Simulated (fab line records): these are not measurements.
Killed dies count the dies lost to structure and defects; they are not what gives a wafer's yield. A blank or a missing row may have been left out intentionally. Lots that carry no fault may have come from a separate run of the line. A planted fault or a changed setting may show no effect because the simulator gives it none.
Problem report in the 8D (eight disciplines) form, filled by code -- flow gf180mcu -- the parts of the form that need people (team, actions taken, sign-off) are left out

1. WHAT IS WRONG
At GF_TOP_METAL_SPUTTER_04, cathode_dc_power_W averages 7000.1 W over 6 wafers from 2 lots, while fault-free wafers read 6500.0 W, standard deviation 1.2. So: +99 or more standard deviations from the usual mean.
The step: material TiN, target thk 25 nm, time 20.8 s.
First seen on wafer L833.3, day 30 22:54, on pvd_sputter-03. The record has a number at this step for 39 wafers belonging to 13 lots. Rule for "out" (also "out of limits"): further than 4 standard deviations from the usual mean. The other wafers with a number count as sound.

2. WHAT IT IS, WHAT IT ISN'T
question,is,is not
which readings at this step,cathode_dc_power_W,throttle_valve_pct
which lots,"L833, L835","L823, L824, L826, L827, L829, L830, L831, L836, L840, L842, L844"
which wafers of those lots,all that have a number,-
read on which tools,pvd_sputter-03,"pvd_sputter-02, pvd_sputter-04"
when,from day 30 22:54,"up to then (21 sound wafers); but 12 sound wafers of L836, L840, L842, L844 came after"

3. THE SUSPECTS, EACH WITH WHAT RULES IT OUT
Counting: a tool stays on the suspect list if, at a process step up to the reading, it processed all lots that are out and no sound lot following the first of them.
- cmp-02 at GF_V5_CMP_04 (polishes SiO2): ruled out as a lasting fault. After its first lot that is out, L833 (day 30 02:52), sound lots L840, L844 ran on it.
- pvd_sputter-03 at GF_TOP_METAL_SPUTTER_04 (material TiN, target thk 25 nm, time 20.8 s): kept. All lots that are out passed through it, beginning with L833 at day 30 22:54, and no sound lot followed; its final sound lot before that point was L830 at day 30 10:22. Its own readings are out on those wafers: cathode_dc_power_W.
Remaining after the count: pvd_sputter-03 at GF_TOP_METAL_SPUTTER_04.

4. THE CAUSE (what the simulator had put in)
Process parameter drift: pvd_sputter-03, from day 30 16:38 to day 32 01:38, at GF_TOP_METAL_SPUTTER_04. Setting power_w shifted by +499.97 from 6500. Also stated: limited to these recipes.
Counting left only this tool.

5. THE CHAIN OF EFFECTS, in route order
Each row: a reading whose mean over the struck wafers that have a number lies more than 3 standard deviations from the usual. Readings are gone through only where the record gives a usual standard deviation; hours: the median, over the lots, of the time from a lot's start at the first step in this table giving one to that lot's start at this step; sigmas: the change measured in usual standard deviations.
hours,step,reading,usual,on struck wafers,change,sigmas
0,GF_TOP_METAL_SPUTTER_04,cathode_dc_power_W,6500.0 W,7000.1,+500.1,+99 or more
Its process steps:
- GF_TOP_METAL_SPUTTER_04: material TiN, target thk 25 nm, time 20.8 s.

6. WHAT WOULD HAVE CAUGHT IT SOONER
6 hours passed between the start of the fault at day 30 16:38 and the first reading out of limits in this record, taken at day 30 22:54.
